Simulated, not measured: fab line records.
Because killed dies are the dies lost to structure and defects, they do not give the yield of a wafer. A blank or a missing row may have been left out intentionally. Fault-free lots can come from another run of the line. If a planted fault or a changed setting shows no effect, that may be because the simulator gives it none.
Comparing a struck lot with a sound one || flow sky130 || 16 steps out of a route of 708
Sound: the wafers L700.2, L700.4, L700.5. Struck: wafers L691.3, L691.4 (left out: L691.5, a lot-mate that was not struck); the cause follows at the end.
For every step that has rows: the tool of each side, followed by ch and its chambers, followed by its first start. Under that, the readings that differ: sound wafers || struck wafers || difference of the means || sigmas: that difference in standard deviations of wafers without a fault.
alike: same words and numbers on both sides, and readings whose means sit less than 2 such deviations apart. not compared: any withheld reading, any reading some wafer has no value for, any bound like >300 that may hide the same value, and any number with overlapping values for which the record gives no deviation.
The two part at a step that has a row with sigmas, a row that says differs or no value, or rows on one side only. Numbers that have no deviation but don't overlap get no sigmas and don't part them. Lack of a reading on every wafer of one side parts them only where that side has two or more wafers.

first, 3 steps without rows for these wafers: SKY_METAL2_EXPOSE_12 (exposes mask MM2, target cd 140 nm); SKY_METAL2_PEB_13; SKY_METAL2_DEVELOP_14 (develop time 60 s).
SKY_METAL2_CD_MEAS_15: the cd target is 140 nm.
  sound: cd sem-02 at day 39 05:25; struck: cd sem-02 at day 36 15:05
  alike: cd nm
SKY_METAL2_OVL_MEAS_16:
  sound: overlay-02 at day 39 05:32; struck: overlay-02 at day 36 15:11
  alike: METAL2_OVL
SKY_METAL2_DESCUM_17: chemistry O2, time 8 s.
  sound on rie metal-04 ch 0,1, day 39 05:34; struck on rie metal-02 ch 0,1, day 36 15:13
  alike: drypump motor current A, oes product au
  not compared: rf hours counter h
SKY_METAL2_ETCH_18: etches BARC in N2/H2, stops on SiO2, time 45.9 s, target depth 60 nm.
  sound on rie metal-04 ch 0,1, day 39 05:35; struck on rie metal-02 ch 0,1, day 36 15:15
{"reading": "drypump motor current A (A)", "sound": "6.2 6.3 6.5", "struck": "4.9 5.7", "difference": -1.0, "sigmas": -2}
  alike: bias w, oes product au, throttle valve pct
  not compared: rf hours counter h
SKY_METAL2_METAL_ETCH_19: etches the open film in Cl2/BCl3, stops on SiO2, target depth 360 nm, time 78 s.
  sound on rie metal-04 ch 0,1, day 39 05:39; struck on rie metal-02 ch 0,1, day 36 15:19
  alike: bcl3 flow sccm, bias w, drypump motor current A, oes product au, throttle valve pct
  not compared: rf hours counter h
SKY_METAL2_STRIP_20: strips in O2/N2.
  sound on plasma asher-01 ch 0,1, day 39 05:44; struck on plasma asher-01 ch 0,1, day 36 15:25
  alike: drypump motor current A, oes product au, strip time to endpoint s
  not compared: rf hours counter h
then, 3 steps without rows for these wafers: SKY_METAL2_STRIP_21 (strips in post etch residue remover, time 1200 s); SKY_METAL2_CLEAN_22 (cleans in IPA, time 180 s); SKY_METAL2_CLEAN_23 (cleans in O3/DIW).
SKY_VIA2_HDPCVD_00: deposits SiO2, target thk 1180 nm, time 196.7 s.
  sound on hdpcvd-02 ch 0,2, day 39 06:20; struck on hdpcvd-01 ch 0, day 36 15:59
{"reading": "run length s (s)", "sound": "224.4 224.3 225.1", "struck": "305.3 305.7", "difference": "+80.9", "sigmas": "+99 or more"}
{"reading": "model.SiO2_of_VIA2_HDPCVD_00.thk nm (nm)", "sound": "1197 1202 1194", "struck": "1682 1686", "difference": "+486", "sigmas": ""}
  alike: sih4 flow sccm
SKY_VIA2_THK_MEAS_01:
  sound: film metro-02 at day 39 06:28; struck: film metro-04 at day 36 16:07
{"reading": "VIA2_HDPCVD_THK (nm)", "sound": "1197 1203 1192", "struck": "1681 1686", "difference": "+486", "sigmas": "+37"}
SKY_VIA2_CMP_02: polishes SiO2.
  sound on cmp-01 ch 0,1,2, day 39 06:53; struck on cmp-01 ch 0,3, day 36 16:10
  alike: motor current A, slurry filter dp kPa
-- the record jumps here: 11 days lie between the struck wafers' starts before and after (it left off in module VIA2 and takes up again in module PAD_OPEN, whose first step shown is number 708 of the route) --
SKY_PAD_OPEN_PROBE_99:
  sound: prober-01 at day 48 23:10; struck: prober-02 at day 47 05:34
  alike: defect limited yield, killed_at_M0_to_M3, killed_at_M4_up, killed at contacts, killed at front end, killed at other, killed dies, killed open, killed short, sort_bin_3_pad_short, sort_bin_5_function, sort_bin_6_memory, sort n pass, sort yield pct

WHERE THEY PART
At SKY_METAL2_ETCH_18 first; at SKY_VIA2_THK_MEAS_01 last (within this record only). Later steps at which nothing parts them and some readings are alike: SKY_VIA2_CMP_02, SKY_PAD_OPEN_PROBE_99.

WHY: what the simulator had put in
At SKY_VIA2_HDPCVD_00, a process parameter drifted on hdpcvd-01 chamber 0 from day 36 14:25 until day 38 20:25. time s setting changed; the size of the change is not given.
